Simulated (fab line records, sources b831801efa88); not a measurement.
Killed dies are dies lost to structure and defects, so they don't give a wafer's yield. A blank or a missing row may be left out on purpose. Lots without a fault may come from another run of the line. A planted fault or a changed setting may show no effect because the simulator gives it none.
Tool commonality check | flow gf180mcu | 14 lots, 42 wafers sampled

WHY IT WAS OPENED
At GF_V2_CD_MEAS_14 the reading cd_nm is flagged on 2 of 14 lots. Wafers without a fault read 259.4 nm, standard deviation 1.3.
Rule: a lot is flagged when every wafer of it that has a number lies more than 4 standard deviations from that mean, or none has a number. The other lots count as sound.

lot  | measured     | on        | cd_nm (nm), wafer by wafer | flag
L260 | day 20 14:14 | cd_sem-01 | 258.4 258.8 259.5          |
L259 | day 20 17:57 | cd_sem-01 | 261.3 262.0 262.1          |
L262 | day 21 12:00 | cd_sem-02 | 259.1 259.4 257.8          |
L264 | day 22 01:16 | cd_sem-01 | 259.3 259.5 258.1          |
L266 | day 22 18:30 | cd_sem-01 | 259.4 260.1 259.6          |
L267 | day 23 03:08 | cd_sem-01 | 258.8 258.9 259.9          |
L269 | day 23 17:55 | cd_sem-02 | 258.4 259.7 260.1          |
L271 | day 24 04:18 | cd_sem-01 | 294.4 295.3 294.6          | FLAGGED
L273 | day 25 08:41 | cd_sem-01 | 286.5 286.7 284.7          | FLAGGED
L278 | day 27 06:59 | cd_sem-02 | 261.6 260.9 260.5          |
L280 | day 27 16:28 | cd_sem-01 | 258.7 259.6 259.8          |
L279 | day 28 01:13 | cd_sem-02 | 259.9 259.7 260.1          |
L281 | day 28 05:23 | cd_sem-01 | 260.3 261.1 260.4          |
L282 | day 28 10:35 | cd_sem-02 | 258.1 259.8 260.0          |
The numbers of the flagged lots are 290.4 nm on average: +31.0 nm against the usual, or +24 standard deviations.

WHICH TOOL RAN EACH LOT
The record holds 3 process steps before the reading, out of a route of 602 steps. In each cell: the tool, then ch and the chambers that the sampled wafers went through, then the start.
lot  | flag    | GF_V1_ETCH_16                      | GF_V1_SPUTTER_22             | GF_V2_SOFTBAKE_10
L260 |         | rie_diel-02 ch 2,3, day 18 12:37   | pvd_sputter-02, day 18 13:22 | litho_track-04 ch 0, day 20 02:00
L259 |         | rie_diel-03 ch 0,3, day 18 16:32   | pvd_sputter-04, day 18 17:16 | litho_track-01 ch 0, day 20 05:00
L262 |         | rie_diel-01 ch 0,1, day 19 08:50   | pvd_sputter-03, day 19 09:34 | litho_track-01 ch 0, day 21 00:00
L264 |         | rie_diel-02 ch 0,1,3, day 19 23:26 | pvd_sputter-02, day 20 00:10 | litho_track-01 ch 0, day 21 13:00
L266 |         | rie_diel-01 ch 2,3, day 20 16:23   | pvd_sputter-04, day 20 17:10 | litho_track-04 ch 0, day 22 06:00
L267 |         | rie_diel-02 ch 2,3, day 21 00:59   | pvd_sputter-04, day 21 01:44 | litho_track-02 ch 0, day 22 15:00
L269 |         | rie_diel-01 ch 2,3, day 21 16:55   | pvd_sputter-04, day 21 17:38 | litho_track-02 ch 0, day 23 06:00
L271 | FLAGGED | rie_diel-03 ch 0,1,2, day 22 03:25 | pvd_sputter-02, day 22 04:08 | litho_track-02 ch 0, day 23 17:00
L273 | FLAGGED | rie_diel-01 ch 0,1,2, day 23 09:35 | pvd_sputter-03, day 23 10:20 | litho_track-02 ch 0, day 24 21:00
L278 |         | rie_diel-02 ch 0,1,2, day 25 09:34 | pvd_sputter-04, day 25 10:17 | litho_track-04 ch 0, day 26 20:00
L280 |         | rie_diel-01 ch 2,3, day 25 20:37   | pvd_sputter-03, day 25 21:20 | litho_track-01 ch 0, day 27 06:00
L279 |         | rie_diel-01 ch 0,2,3, day 26 04:13 | pvd_sputter-02, day 26 04:56 | litho_track-02 ch 0, day 27 14:00
L281 |         | rie_diel-03 ch 0,2, day 26 09:08   | pvd_sputter-03, day 26 09:52 | litho_track-02 ch 0, day 27 19:00
L282 |         | rie_diel-03 ch 0,1,2, day 26 16:01 | pvd_sputter-03, day 26 16:44 | litho_track-01 ch 0, day 28 01:00
What these steps do:
- GF_V1_ETCH_16: etches BARC in N2/H2.
- GF_V1_SPUTTER_22: material TiN, target thk 10 nm, time 40 s.
- GF_V2_SOFTBAKE_10: time 60 s.
- GF_V2_CD_MEAS_14: target cd 260 nm.

FLAGGED OVER TOTAL, TOOL BY TOOL (the gauges that took the reading come last)
step              | tool           | lots run | flagged | share of the flagged lots | sound lots run after its first flagged lot
GF_V1_ETCH_16     | rie_diel-01    | 6        | 1       | some                      | 2 (L280,L279)
GF_V1_ETCH_16     | rie_diel-02    | 4        | 0       | none                      | -
GF_V1_ETCH_16     | rie_diel-03    | 4        | 1       | some                      | 2 (L281,L282)
GF_V1_SPUTTER_22  | pvd_sputter-02 | 4        | 1       | some                      | 1 (L279)
GF_V1_SPUTTER_22  | pvd_sputter-03 | 5        | 1       | some                      | 3 (L280,L281,L282)
GF_V1_SPUTTER_22  | pvd_sputter-04 | 5        | 0       | none                      | -
GF_V2_SOFTBAKE_10 | litho_track-01 | 5        | 0       | none                      | -
GF_V2_SOFTBAKE_10 | litho_track-02 | 6        | 2       | all                       | 2 (L279,L281)
GF_V2_SOFTBAKE_10 | litho_track-04 | 3        | 0       | none                      | -
GF_V2_CD_MEAS_14  | cd_sem-01      | 9        | 2       | all                       | 2 (L280,L281)
GF_V2_CD_MEAS_14  | cd_sem-02      | 5        | 0       | none                      | -

WHAT THE TABLE ALLOWS
2 rows of the table ran every flagged lot: litho_track-02 at GF_V2_SOFTBAKE_10, cd_sem-01 at GF_V2_CD_MEAS_14.
- litho_track-02 at GF_V2_SOFTBAKE_10: 2 of its 6 lots flagged. Sound lots ran on it after the first flagged one (L279, L281), which a lasting fault on the whole tool wouldn't allow. Its own readings lie more than 4 standard deviations out on every wafer of the flagged lots: heater_power_total_W, plate_temp_C.
- cd_sem-01 at GF_V2_CD_MEAS_14: 2 of its 9 lots flagged. Sound lots ran on it after the first flagged one (L280, L281), which a lasting fault on the whole tool wouldn't allow.
No row of the table ran every flagged lot and no sound lot after the first.

WHAT THE SIMULATOR HAD PUT IN
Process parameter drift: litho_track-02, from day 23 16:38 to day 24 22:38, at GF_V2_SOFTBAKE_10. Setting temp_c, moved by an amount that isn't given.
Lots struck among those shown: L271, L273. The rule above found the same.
